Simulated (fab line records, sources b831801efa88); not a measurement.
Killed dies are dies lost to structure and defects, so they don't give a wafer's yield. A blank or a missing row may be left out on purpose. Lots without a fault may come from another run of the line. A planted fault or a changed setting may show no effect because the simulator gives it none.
Which tool did it? | flow sfq_line | 14 lots, 42 wafers sampled, at 1 step of a route of 325

WHAT THE GAUGES READ, wafer by wafer
The record holds no reading of a measuring or inspecting step that can be judged against a usual standard deviation.

WHICH TOOL RAN EACH LOT (tool, then ch and the chambers of the sampled wafers, then the start)
lot  | SFQ_TRILAYER_I7_CMP_CMP_184
L322 | cmp-01 ch 1,2,3, day 80 08:16
L323 | cmp-01 ch 0,1,3, day 80 12:16
L325 | cmp-01 ch 0,2,3, day 81 07:00
L326 | cmp-02 ch 1,2,3, day 81 07:52
L327 | cmp-01 ch 0,1,2, day 81 10:06
L328 | cmp-02 ch 0,2,3, day 81 14:24
L329 | cmp-02 ch 1,2, day 81 22:15
L336 | cmp-01 ch 1,2,3, day 85 10:29
L337 | cmp-02 ch 0,1, day 85 12:59
L338 | cmp-01 ch 0,2,3, day 85 13:59
L339 | cmp-01 ch 0,1,2, day 86 10:01
L343 | cmp-01 ch 1,3, day 87 07:37
L344 | cmp-01 ch 1,2,3, day 87 18:28
L345 | cmp-01 ch 0,2, day 88 02:10
- SFQ_TRILAYER_I7_CMP_CMP_184: polishes SiO2.

WHAT THE TOOLS THEMSELVES READ (means of the sampled wafers that have a number; where no wafer has one, the mark that the record gives instead)
SFQ_TRILAYER_I7_CMP_CMP_184.
lot  | tool   | motor_current_A (A) | retaining_ring_pressure_frac | time_to_endpoint_s (s)
L322 | cmp-01 | 10.2                | 1.005                        | 213
L323 | cmp-01 | 8.7                 | 1.004                        | 219
L325 | cmp-01 | 9.9                 | 1.005                        | 183
L326 | cmp-02 | 10.1                | 0.997                        | 219
L327 | cmp-01 | 10.3                | 0.995                        | 178
L328 | cmp-02 | 10.7                | 1.003                        | 221
L329 | cmp-02 | 11.0                | 1.001                        | 227
L336 | cmp-01 | 10.2                | 1.004                        | 213
L337 | cmp-02 | 10.6                | 0.999                        | 211
L338 | cmp-01 | 9.6                 | 0.997                        | 204
L339 | cmp-01 | 9.3                 | 0.999                        | 219
L343 | cmp-01 | 9.2                 | 0.999                        | 210
L344 | cmp-01 | 10.0                | 1.000                        | 220
L345 | cmp-01 | 10.7                | 1.003                        | 217

THE ANSWER, worked out from the rows above alone
Rule: what is usual is taken from the lots themselves. Put in order of their means at a reading, lots are off if they are a third of the lots or fewer, leave a main group of 4 or more, and stand apart from it by a gap of 3 or more times the standard deviation of the main group's means; of several such gaps the widest counts. A main group whose means are all the same, to the digits that the tables above print for the reading, isn't used. A lot without any number at a reading at which 4 lots or more have one is off too. The other lots that the step has rows for count as sound. The gauges are gone through in route order, then the tools' own readings, and for those a lot's mean is taken as printed above. The first step at which some lot is off is used, and at that step the reading that is off furthest; a lot without a number counts as furthest.
Off: L325, L327, at SFQ_TRILAYER_I7_CMP_CMP_184 (time_to_endpoint_s). The main group: mean 216 s, standard deviation 5.9.
A tool fits if, at that step or a process step before it, it ran every lot that is off, and no sound lot after the first of them. None of those tried fits.

WHAT THE SIMULATOR HAD PUT IN
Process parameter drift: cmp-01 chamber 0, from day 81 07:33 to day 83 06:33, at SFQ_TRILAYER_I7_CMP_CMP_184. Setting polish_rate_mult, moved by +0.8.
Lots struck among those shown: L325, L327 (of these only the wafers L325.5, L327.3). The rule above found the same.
